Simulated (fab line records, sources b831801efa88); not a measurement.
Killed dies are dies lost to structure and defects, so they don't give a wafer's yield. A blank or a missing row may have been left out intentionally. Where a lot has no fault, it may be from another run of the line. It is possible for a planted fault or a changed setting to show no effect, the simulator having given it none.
Matching of chambers + flow gf180mcu + pecvd-02 running GF_V3_CVD_02: 3 sister chambers
The step deposits SiO2 from TEOS, target thk 850 nm, time 94.851 s. 20 wafers are shown with their chamber, then 10 later ones without.

== WAFERS, EACH WITH ITS CHAMBER ==
| wafer  | chamber | heater power outer w (W) | heater power w (W) | rf fwd power W (W) |
|--------|---------|--------------------------|--------------------|--------------------|
| L074.2 | 0       | 344                      | 643                | 595.0              |
| L074.5 | 0       | 397                      | 701                | 597.9              |
| L074.6 | 2       | 456                      | 705                | 598.9              |
| L075.3 | 1       | 378                      | 669                | 593.6              |
| L075.5 | 0       | 328                      | 630                | 598.2              |
| L075.6 | 2       | 429                      | 638                | 598.7              |
| L076.1 | 2       | 462                      | 694                | 596.7              |
| L076.4 | 1       | 387                      | 629                | 596.2              |
| L076.6 | 0       | 409                      | 720                | 594.5              |
| L077.1 | 1       | 388                      | 652                | 596.4              |
| L077.3 | 2       | 429                      | 643                | 598.8              |
| L077.5 | 2       | 449                      | 682                | 595.4              |
| L082.2 | 1       | 371                      | 634                | 598.9              |
| L082.4 | 2       | 419                      | 601                | 596.5              |
| L082.6 | 1       | 388                      | 658                | 595.3              |
| L084.2 | 1       | 302                      | 530                | 598.0              |
| L084.4 | 2       | 355                      | 532                | 598.4              |
| L084.6 | 0       | 371                      | 664                | 597.1              |
| L087.2 | 0       | 410                      | 704                | 597.2              |
| L087.3 | 2       | 471                      | 683                | 600.2              |

SIGNATURES (averages over the wafers above)
| reading              | chamber 0 | chamber 1 | chamber 2 | scatter within a chamber |
|----------------------|-----------|-----------|-----------|--------------------------|
| heater power outer w | 376.50    | 369.00    | 433.75    | 35.2                     |
| heater power w       | 677.00    | 628.67    | 647.25    | 50.3                     |
| rf fwd power W       | 596.650   | 596.400   | 597.950   | 1.67                     |
Rule: for each reading, subtract the chamber's mean from the wafer's reading, divide by that reading's scatter and square the result; add these up over the readings and take the root, which gives the wafer's distance from the chamber. The wafer belongs to the nearest chamber; if the next one is less than 2 further off, it can't be placed. The scatter: the root of (the sum of the squares of (reading less its chamber's mean) over the shown wafers, divided by (wafers less chambers)).

== WAFERS MISSING THEIR CHAMBER ==
| wafer  | heater power outer w (W) | heater power w (W) | rf fwd power W (W) |
|--------|--------------------------|--------------------|--------------------|
| L087.4 | 285                      | 523                | 592.8              |
| L089.2 | 381                      | 645                | 595.8              |
| L089.4 | 288                      | 528                | 597.4              |
| L089.6 | 419                      | 713                | 592.0              |
| L092.4 | 292                      | 527                | 600.1              |
| L092.5 | 437                      | 658                | 597.4              |
| L092.6 | 305                      | 579                | 594.0              |
| L093.1 | 389                      | 681                | 600.4              |
| L093.5 | 439                      | 634                | 596.3              |
| L093.6 | 290                      | 538                | 595.9              |

== CHAMBER TAKEN BY EACH ==
| wafer  | from the rows above          | in truth |
|--------|------------------------------|----------|
| L087.4 | can't be placed: 1 or 0 or 2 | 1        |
| L089.2 | can't be placed: 1 or 0 or 2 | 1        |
| L089.4 | can't be placed: 1 or 0 or 2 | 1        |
| L089.6 | can't be placed: 0 or 1 or 2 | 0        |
| L092.4 | can't be placed: 1 or 0 or 2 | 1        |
| L092.5 | can't be placed: 2 or 0 or 1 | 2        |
| L092.6 | can't be placed: 1 or 0      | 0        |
| L093.1 | can't be placed: 2 or 0 or 1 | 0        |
| L093.5 | can't be placed: 2 or 0 or 1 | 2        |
| L093.6 | can't be placed: 1 or 0 or 2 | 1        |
Placed correctly: 0 of 10. Not placeable from these rows: 10 (in 10, the candidates include the true chamber). Number placed wrongly: 0.
